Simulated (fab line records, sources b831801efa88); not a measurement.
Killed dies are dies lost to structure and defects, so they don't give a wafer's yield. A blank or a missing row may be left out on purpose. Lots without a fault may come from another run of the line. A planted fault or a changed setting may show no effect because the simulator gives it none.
Which tool did it? | flow sky130 | 11 lots, 33 wafers sampled, at 3 steps of a route of 708

WHAT THE GAUGES READ, wafer by wafer
SKY_SPACER_THK_MEAS_01.
lot  | measured     | on            | SPACER_CVD_00_THK (nm)
L430 | day 23 05:58 | film_metro-03 | 43.0 43.0 43.2
L432 | day 24 01:41 | film_metro-03 | 43.3 43.4 43.4
L433 | day 24 21:08 | film_metro-04 | 43.9 43.8 43.7
L437 | day 25 22:04 | film_metro-02 | 37.8 38.1 38.0
L438 | day 26 13:05 | film_metro-04 | 37.6 37.8 37.7
L439 | day 26 14:19 | film_metro-04 | 38.1 38.2 38.2
L446 | day 29 10:22 | film_metro-03 | 43.1 43.1 43.2
L449 | day 29 20:41 | film_metro-02 | 42.8 42.9 42.8
L450 | day 30 09:53 | film_metro-04 | 43.0 42.8 42.8
L452 | day 30 16:13 | film_metro-03 | 43.3 43.1 42.9
L451 | day 30 16:13 | film_metro-02 | 42.5 42.3 42.0

WHICH TOOL RAN EACH LOT (tool, then ch and the chambers of the sampled wafers, then the start)
lot  | SKY_POLY_GATE_STRIP_18               | SKY_SPACER_CVD_00
L430 | plasma_asher-04 ch 0,1, day 16 18:08 | lpcvd-02 ch 0, day 23 04:45
L432 | plasma_asher-02 ch 0,1, day 17 13:20 | lpcvd-02 ch 0, day 24 00:29
L433 | plasma_asher-02 ch 0, day 18 02:53   | lpcvd-02 ch 1, day 24 19:19
L437 | plasma_asher-03 ch 0,1, day 19 10:05 | lpcvd-02 ch 1, day 25 20:52
L438 | plasma_asher-04 ch 0,1, day 20 00:02 | lpcvd-02 ch 1, day 26 11:53
L439 | plasma_asher-03 ch 0,1, day 20 01:41 | lpcvd-02 ch 1, day 26 13:05
L446 | plasma_asher-03 ch 0,1, day 23 01:36 | lpcvd-02 ch 0, day 29 09:10
L449 | plasma_asher-04 ch 0,1, day 23 15:26 | lpcvd-02 ch 0, day 29 19:28
L450 | plasma_asher-03 ch 0,1, day 24 05:02 | lpcvd-02 ch 1, day 30 08:40
L452 | plasma_asher-03 ch 0,1, day 24 09:57 | lpcvd-02 ch 1, day 30 15:00
L451 | plasma_asher-03 ch 0, day 24 11:12   | lpcvd-02 ch 1, day 30 15:00
- SKY_POLY_GATE_STRIP_18: strips in O2/N2.
- SKY_SPACER_CVD_00: deposits Si3N4 from DCS/NH3, target thk 43.1 nm, time 740 s.

THE ANSWER, worked out from the rows above alone
Rule: what is usual is taken from the lots themselves. Put in order of their means at a reading, lots are off if they are a third of the lots or fewer, leave a main group of 4 or more, and stand apart from it by a gap of 3 or more times the standard deviation of the main group's means; of several such gaps the widest counts. A main group whose means are all the same, to the digits that the tables above print for the reading, isn't used. A lot without any number at a reading at which 4 lots or more have one is off too. The other lots that the step has rows for count as sound.
Off: L437, L438, L439, at SKY_SPACER_THK_MEAS_01 (SPACER_CVD_00_THK). The main group: mean 43.1 nm, standard deviation 0.41.
A tool fits if, at a process step before that reading, it ran every lot that is off, and no sound lot after the first of them. The gauges at SKY_SPACER_THK_MEAS_01 are tried like those tools. None of those tried fits.

WHAT THE SIMULATOR HAD PUT IN
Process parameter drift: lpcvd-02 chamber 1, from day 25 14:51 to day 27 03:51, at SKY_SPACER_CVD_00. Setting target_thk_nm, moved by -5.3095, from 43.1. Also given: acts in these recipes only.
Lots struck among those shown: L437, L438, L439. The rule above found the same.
